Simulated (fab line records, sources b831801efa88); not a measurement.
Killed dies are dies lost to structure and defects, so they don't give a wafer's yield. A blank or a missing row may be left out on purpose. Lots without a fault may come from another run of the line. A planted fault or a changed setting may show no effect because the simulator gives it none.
Which tool did it? | flow gf180mcu | 11 lots, 33 wafers sampled, at 5 steps of a route of 602

WHAT THE GAUGES READ, wafer by wafer
GF_VT_IMPLANT_OVL_MEAS_29.
lot  | measured     | on         | VT_IMPLANT_02_OVL (nm)
L394 | day 6 23:44  | overlay-02 | 1.2 1.8 0.2
L395 | day 7 06:44  | overlay-02 | 1.8 1.2 -0.1
L401 | day 9 01:17  | overlay-01 | - - -
L402 | day 9 04:12  | overlay-01 | - - -
L404 | day 9 16:23  | overlay-01 | 2.0 1.5 0.3
L409 | day 10 19:02 | overlay-02 | 1.5 1.6 2.7
L410 | day 11 00:29 | overlay-01 | 0.7 2.3 2.2
L411 | day 11 08:02 | overlay-02 | 2.5 2.1 0.9
L412 | day 11 14:59 | overlay-01 | 0.2 0.7 0.2
L414 | day 12 04:29 | overlay-01 | 0.1 0.4 0.5
L416 | day 12 15:43 | overlay-01 | 1.2 0.0 -0.9

GF_VT_IMPLANT_TW_MEAS_32.
lot  | measured     | on            | VT_IMPLANT_3_TW
L394 | day 7 00:01  | film_metro-03 | 271.2 270.3 270.1
L395 | day 7 07:02  | film_metro-02 | 268.3 267.6 269.1
L401 | day 9 01:34  | film_metro-03 | 30.0 29.9 29.9
L402 | day 9 04:39  | film_metro-04 | 29.7 29.6 29.5
L404 | day 9 16:40  | film_metro-02 | 267.8 268.1 268.2
L409 | day 10 19:19 | film_metro-04 | 264.3 264.8 264.3
L410 | day 11 00:46 | film_metro-03 | 270.2 272.0 271.3
L411 | day 11 08:20 | film_metro-03 | 271.7 269.7 270.2
L412 | day 11 15:16 | film_metro-04 | 264.1 263.6 264.0
L414 | day 12 04:47 | film_metro-04 | 265.2 266.1 264.6
L416 | day 12 16:00 | film_metro-02 | 267.7 267.9 267.3

WHICH TOOL RAN EACH LOT (tool, then ch and the chambers of the sampled wafers, then the start)
lot  | GF_LVPWELL_STRIP_10                 | GF_VT_IMPLANT_STRIP_09               | GF_VT_IMPLANT_DEVELOP_28
L394 | plasma_asher-04 ch 0,1, day 3 22:43 | plasma_asher-02 ch 0,1, day 5 17:28  | litho_track-01 ch 0, day 6 23:35
L395 | plasma_asher-01 ch 0,1, day 4 04:10 | plasma_asher-01 ch 0,1, day 6 00:22  | litho_track-04 ch 0, day 7 06:35
L401 | plasma_asher-04 ch 1, day 5 20:41   | plasma_asher-03 ch 0,1, day 7 17:46  | litho_track-01 ch 0, day 9 01:08
L402 | plasma_asher-01 ch 0,1, day 5 22:29 | plasma_asher-03 ch 0,1, day 7 20:44  | litho_track-01 ch 0, day 9 04:07
L404 | plasma_asher-04 ch 0,1, day 6 10:20 | plasma_asher-01 ch 0,1, day 8 07:46  | litho_track-04 ch 0, day 9 16:14
L409 | plasma_asher-01 ch 0,1, day 7 09:47 | plasma_asher-02 ch 0,1, day 9 09:22  | litho_track-02 ch 0, day 10 18:53
L410 | plasma_asher-04 ch 0,1, day 7 13:02 | plasma_asher-01 ch 0,1, day 9 13:22  | litho_track-02 ch 0, day 11 00:20
L411 | plasma_asher-03 ch 0,1, day 7 19:30 | plasma_asher-01 ch 0,1, day 9 21:30  | litho_track-04 ch 0, day 11 07:56
L412 | plasma_asher-01 ch 0, day 8 02:23   | plasma_asher-03 ch 1, day 10 03:40   | litho_track-02 ch 0, day 11 14:50
L414 | plasma_asher-04 ch 0,1, day 8 12:58 | plasma_asher-03 ch 0,1, day 10 15:43 | litho_track-01 ch 0, day 12 04:22
L416 | plasma_asher-04 ch 0,1, day 8 22:26 | plasma_asher-01 ch 0,1, day 11 02:01 | litho_track-04 ch 0, day 12 15:34
- GF_LVPWELL_STRIP_10: strips in O2/N2.
- GF_VT_IMPLANT_STRIP_09: strips in O2/N2.
- GF_VT_IMPLANT_DEVELOP_28: develop time 60 s.

WHAT THE TOOLS THEMSELVES READ (means of the sampled wafers that have a number; where no wafer has one, the mark that the record gives instead)
GF_LVPWELL_STRIP_10.
lot  | tool            | drypump_motor_current_A (A) | heater_power_w (W) | oes_product_au (a.u.) | platen_temp_c (C) | strip_time_to_endpoint_s (s)
L394 | plasma_asher-04 | 6.0                         | 345                | 0.723                 | 249.95            | 37.19
L395 | plasma_asher-01 | 5.2                         | 342                | 0.724                 | 250.02            | 37.12
L401 | plasma_asher-04 | 5.9                         | 338                | 0.722                 | 249.90            | 37.20
L402 | plasma_asher-01 | 5.2                         | 339                | 0.724                 | 249.85            | 37.02
L404 | plasma_asher-04 | 6.1                         | 347                | 0.722                 | 249.65            | 36.94
L409 | plasma_asher-01 | 5.4                         | 341                | 0.722                 | 249.96            | 37.01
L410 | plasma_asher-04 | 6.2                         | 344                | 0.722                 | 250.15            | 37.03
L411 | plasma_asher-03 | 5.9                         | 305                | 0.721                 | 249.87            | 37.01
L412 | plasma_asher-01 | 5.6                         | 328                | 0.719                 | 249.76            | 37.15
L414 | plasma_asher-04 | 6.2                         | 343                | 0.724                 | 250.06            | 37.02
L416 | plasma_asher-04 | 6.2                         | 347                | 0.724                 | 249.94            | 36.98

GF_VT_IMPLANT_STRIP_09.
lot  | tool            | drypump_motor_current_A (A) | heater_power_w (W) | oes_product_au (a.u.) | platen_temp_c (C) | strip_time_to_endpoint_s (s)
L394 | plasma_asher-02 | 6.2                         | 346                | 0.716                 | 249.80            | 12.71
L395 | plasma_asher-01 | 5.2                         | 348                | 0.720                 | 250.06            | 12.64
L401 | plasma_asher-03 | 5.9                         | 310                | 0.716                 | 250.06            | 12.69
L402 | plasma_asher-03 | 5.9                         | 304                | 0.717                 | 249.92            | 12.62
L404 | plasma_asher-01 | 5.4                         | 335                | 0.716                 | 250.13            | 12.68
L409 | plasma_asher-02 | 5.9                         | 332                | 0.714                 | 249.89            | 12.64
L410 | plasma_asher-01 | 5.4                         | 340                | 0.714                 | 249.88            | 12.68
L411 | plasma_asher-01 | 5.2                         | 345                | 0.711                 | 249.97            | 12.63
L412 | plasma_asher-03 | 6.0                         | 306                | 0.714                 | 249.87            | 12.66
L414 | plasma_asher-03 | 5.8                         | 312                | 0.712                 | 250.00            | 12.60
L416 | plasma_asher-01 | 5.4                         | 340                | 0.714                 | 250.11            | 12.64

THE ANSWER, worked out from the rows above alone
Rule: what is usual is taken from the lots themselves. Put in order of their means at a reading, lots are off if they are a third of the lots or fewer, leave a main group of 4 or more, and stand apart from it by a gap of 3 or more times the standard deviation of the main group's means; of several such gaps the widest counts. A main group whose means are all the same, to the digits that the tables above print for the reading, isn't used. A lot without any number at a reading at which 4 lots or more have one is off too. The other lots that the step has rows for count as sound. The gauges are gone through in route order, then the tools' own readings, and for those a lot's mean is taken as printed above. The first step at which some lot is off is used, and at that step the reading that is off furthest; a lot without a number counts as furthest.
Off: L401, L402, at GF_VT_IMPLANT_OVL_MEAS_29 (VT_IMPLANT_02_OVL). Without a number there: L401, L402. The main group: mean 1.1 nm, standard deviation 0.65.
A tool fits if, at a process step before that reading, it ran every lot that is off, and no sound lot after the first of them. The gauges at GF_VT_IMPLANT_OVL_MEAS_29 aren't tried: what is off there is off at GF_VT_IMPLANT_TW_MEAS_32 too, on other tools, and a gauge's error can't cause that. None of those tried fits.

WHAT THE SIMULATOR HAD PUT IN
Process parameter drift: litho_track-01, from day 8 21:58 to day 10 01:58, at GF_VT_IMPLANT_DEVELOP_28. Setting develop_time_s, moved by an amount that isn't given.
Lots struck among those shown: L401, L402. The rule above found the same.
